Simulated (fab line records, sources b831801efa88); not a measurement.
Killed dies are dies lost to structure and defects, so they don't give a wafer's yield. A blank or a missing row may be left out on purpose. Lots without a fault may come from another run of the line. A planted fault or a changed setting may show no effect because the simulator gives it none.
Problem report in the 8D (eight disciplines) form, filled by code | flow gf180mcu | the parts of the form that need people (team, actions taken, sign-off) are left out

1. THE PROBLEM
beam_energy_keV at GF_NWELL_IMPLANT_09 reads a mean of 185.44 on 9 wafers of 3 lots; wafers without a fault read 160.00 with a standard deviation of 0.06. That is +99 or more standard deviations from the usual mean.
First seen on wafer L819.2, day 6 06:58, on implanter-04. The record holds 21 wafers of 7 lots with a number at this step. Rule for "out", or "out of limits": more than 4 standard deviations from the usual mean. The other wafers with a number count as sound.

2. WHAT IT IS AND WHAT IT IS NOT
question                    | is                     | is not
which readings at this step | beam_energy_keV        | -
which lots                  | L819, L822, L823       | L807, L814, L824, L826
which wafers of those lots  | all that have a number | -
read on which tools         | implanter-04           | implanter-01
when                        | from day 6 06:58       | up to then (6 sound wafers); but 6 sound wafers of L824, L826 came after

3. SUSPECTS, AND WHAT RULES EACH OUT
Counting: a tool at a process step up to the reading stays a suspect if it ran every lot that is out and no sound lot after the first of them.
- implanter-04 at GF_NWELL_IMPLANT_09: kept. It ran every lot that is out, first L819 (day 6 06:58), and no sound lot after that; its last sound lot up to then is L814 (day 5 04:37). Its own readings are out on those wafers: beam_energy_keV.
Left after counting: implanter-04 at GF_NWELL_IMPLANT_09.

4. THE CAUSE (what the simulator had put in)
Process parameter drift: implanter-04, from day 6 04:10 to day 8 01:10, at GF_NWELL_IMPLANT_09. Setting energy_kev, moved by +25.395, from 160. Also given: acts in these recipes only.
Counting left only this tool.

5. THE CHAIN OF EFFECTS, in route order
Each row: a reading whose mean over the struck wafers that have a number lies more than 3 standard deviations from the usual. Only readings for which the record gives a usual standard deviation are gone through. hours: the time from each lot's start at the first step in this table that gives one to its start at this step, as a median over the lots. sigmas: the change in usual standard deviations.
hours | step                | reading         | usual  | on struck wafers | change | sigmas
0     | GF_NWELL_IMPLANT_09 | beam_energy_keV | 160.00 | 185.44           | +25.44 | +99 or more
The process steps in it:
- GF_NWELL_IMPLANT_09

6. WHAT WOULD HAVE CAUGHT IT SOONER
In this record the first reading out of limits was taken at day 6 06:58, 3 hours after the fault began at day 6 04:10.
